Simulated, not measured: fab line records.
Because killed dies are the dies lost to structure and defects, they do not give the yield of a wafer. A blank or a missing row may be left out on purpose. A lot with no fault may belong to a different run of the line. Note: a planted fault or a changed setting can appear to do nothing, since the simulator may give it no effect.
Matching of chambers :: flow gf180mcu :: GF_CONTACT_CMP_04 on cmp-02 has 4 sister chambers
The step polishes SiO2. 8 wafers are shown with their chamber, then 7 later ones without.

WAFERS, EACH WITH ITS CHAMBER
wafer: L765.1
chamber: 3
motor-current-A (A): 12.4
time-to-endpoint-s (s): 111

wafer: L769.2
chamber: 1
motor-current-A (A): 10.7
time-to-endpoint-s (s): 109

wafer: L771.6
chamber: 3
motor-current-A (A): 11.7
time-to-endpoint-s (s): 113

wafer: L776.4
chamber: 2
motor-current-A (A): 11.8
time-to-endpoint-s (s): 101

wafer: L783.2
chamber: 1
motor-current-A (A): 10.4
time-to-endpoint-s (s): 97

wafer: L783.5
chamber: 0
motor-current-A (A): 11.2
time-to-endpoint-s (s): 104

wafer: L786.1
chamber: 0
motor-current-A (A): 10.2
time-to-endpoint-s (s): 99

wafer: L786.3
chamber: 2
motor-current-A (A): 12.0
time-to-endpoint-s (s): 98

WAFERS WITH NO CHAMBER GIVEN
wafer: L786.4
motor-current-A (A): 11.8
time-to-endpoint-s (s): 106

wafer: L787.1
motor-current-A (A): 11.0
time-to-endpoint-s (s): 103

wafer: L787.2
motor-current-A (A): 12.3
time-to-endpoint-s (s): 104

wafer: L787.4
motor-current-A (A): 11.8
time-to-endpoint-s (s): 106

wafer: L788.2
motor-current-A (A): 11.1
time-to-endpoint-s (s): 93

wafer: L788.5
motor-current-A (A): 12.2
time-to-endpoint-s (s): 100

wafer: L788.6
motor-current-A (A): 12.6
time-to-endpoint-s (s): 103

THE CHAMBER EACH PASSED THROUGH
wafer: L786.4
from the rows above: can't be placed: 3 or 2 or 0 or 1
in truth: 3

wafer: L787.1
from the rows above: can't be placed: 0 or 1 or 2
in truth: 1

wafer: L787.2
from the rows above: can't be placed: 2 or 3
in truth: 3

wafer: L787.4
from the rows above: can't be placed: 3 or 2 or 0 or 1
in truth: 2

wafer: L788.2
from the rows above: can't be placed: 0 or 2 or 1
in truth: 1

wafer: L788.5
from the rows above: can't be placed: 2 or 3
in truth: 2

wafer: L788.6
from the rows above: can't be placed: 2 or 3
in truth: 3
Correctly placed: 0 of 7. Unplaceable from these rows: 7, with the true chamber sitting among the candidates in 7. Number placed wrongly: 0.
How it was worked out, from the rows above alone: a wafer's distance from a chamber is the root of the sum, over the readings, of the square of ((its reading less the chamber's mean) divided by the reading's scatter). If the next closest chamber is less than 2 further off than the closest, the wafer can't be placed; otherwise it belongs to the closest. For every chamber, the mean is computed from those of its wafers that are shown. The scatter: the root of (the sum of the squares of (reading less its chamber's mean) over the shown wafers, divided by (wafers less chambers)).
